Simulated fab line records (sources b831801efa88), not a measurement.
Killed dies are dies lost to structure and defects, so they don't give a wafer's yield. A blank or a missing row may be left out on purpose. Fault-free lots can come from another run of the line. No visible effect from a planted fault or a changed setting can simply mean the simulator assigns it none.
A lot that was struck, set against a sound lot ; flow sky130 ; 14 steps out of a route of 708
Sound: the wafers L442.1, L442.5, L442.6. The struck wafers were L427.1, L427.4, L427.6. The cause comes at the end.
Order at every step that has rows: each side's tool, ch and its chambers, its first start. Under that, the readings that differ: sound wafers ; struck wafers ; difference of the means ; sigmas: that difference in standard deviations of wafers without a fault.
alike: a reading whose means differ by less than 2 such deviations, as well as words and numbers matching on both sides. not compared: withheld readings; readings where some wafer has no value; bounds like >300 that might hide an equal value; numbers whose values overlap and for which the record gives no deviation.
A row with sigmas, a row that says differs or no value, or rows on one side alone: a step with any of these is where the two part. When numbers do not overlap yet have no deviation, they are printed without sigmas and do not part them. A reading that every wafer of one side lacks parts them only if that side has two wafers or more.

first, 1 step without rows for these wafers: SKY_SD_N_IMPLANT_10.
SKY_SD_N_STRIP_11: strips in O2/N2.
  sound on plasma asher-03 ch 0,1, day 34 04:28; struck on plasma asher-04 ch 1, day 29 08:23
reading;sound;struck;difference;sigmas
drypump motor current A (A);5.35 5.56 5.35;4.92 4.95 4.96;-0.48;-2
  alike: oes product au, strip time to endpoint s
  not compared: rf hours counter h
SKY_SD_N_TW_MEAS_12:
  sound: film metro-03 at day 34 04:34; struck: film metro-01 at day 29 08:29
  alike: SD_N_TW
then, 1 step without rows for these wafers: SKY_SD_N_CLEAN_13 (cleans in SC1/SC2, time 150 s).
SKY_SD_N_RTA_14: time 2 s.
  sound on rtp anneal-01 ch 0, day 34 04:41; struck on rtp anneal-02 ch 0, day 29 08:36
  alike: lamp power pct, wafer_temp_C_max
SKY_SD_N_RS_MEAS_16: measures by four-point-probe.
  sound: film metro-04 at day 34 04:52; struck: film metro-01 at day 29 08:46
  alike: SD_N_RS
SKY_SD_N_RS_MEAS_17: measures by four-point-probe.
  sound: film metro-04 at day 34 04:59; struck: film metro-01 at day 29 08:53
  alike: SD_P_RS
SKY_SD_N_RS_MEAS_18: measures by four-point-probe.
  sound: film metro-04 at day 34 05:06; struck: film metro-01 at day 29 09:01
  alike: RES_XHIGH_RS
then, 2 steps without rows for these wafers: SKY_SALICIDE_CLEAN_00 (cleans in HF-last, time 30 s); SKY_LI_CONTACT_HDPCVD_00 (deposits PSG, target thk 930 nm, time 155 s).
SKY_LI_CONTACT_THK_MEAS_01:
  sound: film metro-04 at day 34 05:20; struck: film metro-01 at day 29 09:15
  alike: LI_CONTACT_HDPCVD_THK
SKY_LI_CONTACT_CMP_02: polishes PSG.
  sound on cmp-02 ch 1,2, day 34 05:27; struck on cmp-01 ch 1,2, day 29 09:19
  no value came back on the struck wafers for edge zone pressure frac, head pressure psi (psi), motor current A (A), time to endpoint s (s); on the sound wafers edge zone pressure frac reads 1.000 1.001 1.006
reading;sound;struck;difference;sigmas
model.PSG_of_LI_CONTACT_HDPCVD_00.thk nm (nm);596.6 597.5 596.9;918.6 914.1 926.6;+322.8;
SKY_LI_CONTACT_BOW_MEAS_03:
  sound: film metro-01 at day 34 05:42; struck: film metro-04 at day 29 09:54
reading;sound;struck;difference;sigmas
LI_CONTACT_BOW (um);46 56 60;- - -;no value on the struck wafers;
  not compared: hold
SKY_PAD_OPEN_PROBE_99:
  the record has rows for the sound wafers here (prober-01, day 50 07:30) and none for the struck ones

== WHERE THEY PART ==
First at SKY_SD_N_STRIP_11; last, within this record, at SKY_PAD_OPEN_PROBE_99.

WHY: the cause the simulator had injected
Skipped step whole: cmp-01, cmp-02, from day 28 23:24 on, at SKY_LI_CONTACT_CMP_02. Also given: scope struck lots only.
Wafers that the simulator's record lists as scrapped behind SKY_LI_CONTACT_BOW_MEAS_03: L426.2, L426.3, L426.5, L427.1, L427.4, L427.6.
